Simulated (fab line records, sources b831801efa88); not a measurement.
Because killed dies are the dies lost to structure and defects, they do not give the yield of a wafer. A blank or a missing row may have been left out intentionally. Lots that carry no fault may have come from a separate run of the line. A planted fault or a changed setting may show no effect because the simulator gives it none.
Which of the tools did it? :: flow gf180mcu :: 11 lots (33 wafers sampled), 1 step of a 602-step route

## WHAT EACH GAUGE READ, for each wafer
GF_M1_THK_MEAS_06: measures by xrf.
lot: L158
measured: day 16 10:55
on: film_metro-04
M1_ALCU_THK (nm): 447 444 449

lot: L160
measured: day 17 00:56
on: film_metro-04
M1_ALCU_THK (nm): 447 446 443

lot: L169
measured: day 20 18:23
on: film_metro-02
M1_ALCU_THK (nm): 454 450 455

lot: L170
measured: day 20 23:03
on: film_metro-02
M1_ALCU_THK (nm): 452 446 449

lot: L172
measured: day 21 23:01
on: film_metro-02
M1_ALCU_THK (nm): 438 447 439

lot: L174
measured: day 22 12:16
on: film_metro-01
M1_ALCU_THK (nm): 448 449 448

lot: L175
measured: day 22 14:47
on: film_metro-01
M1_ALCU_THK (nm): 443 436 437

lot: L177
measured: day 23 10:28
on: film_metro-02
M1_ALCU_THK (nm): 444 440 442

lot: L178
measured: day 23 16:53
on: film_metro-01
M1_ALCU_THK (nm): 452 442 450

lot: L179
measured: day 24 00:24
on: film_metro-01
M1_ALCU_THK (nm): 444 447 448

lot: L180
measured: day 24 08:26
on: film_metro-04
M1_ALCU_THK (nm): 456 451 449

## WHAT TOOL EACH LOT RAN ON (gives the tool, then ch and the chambers of the sampled wafers, and finally the start)
There is no process step in the record ahead of these readings.

## THE ANSWER, worked out from the rows above alone
Rule: the usual values come from the lots themselves. Put in order of their means at a reading, lots are off if they are a third of the lots or fewer, leave a main group of 4 or more, and stand apart from it by a gap of 3 or more times the standard deviation of the main group's means; of several such gaps the widest counts. The tables above print the reading to a certain number of digits; a main group whose means all agree to those digits is not used. Also off: a lot with no number at a reading for which 4 or more lots have one. All remaining lots with rows at the step are treated as sound.
Nothing can be told from this: no lot is off at any reading shown.

## WHAT THE SIMULATOR PUT IN
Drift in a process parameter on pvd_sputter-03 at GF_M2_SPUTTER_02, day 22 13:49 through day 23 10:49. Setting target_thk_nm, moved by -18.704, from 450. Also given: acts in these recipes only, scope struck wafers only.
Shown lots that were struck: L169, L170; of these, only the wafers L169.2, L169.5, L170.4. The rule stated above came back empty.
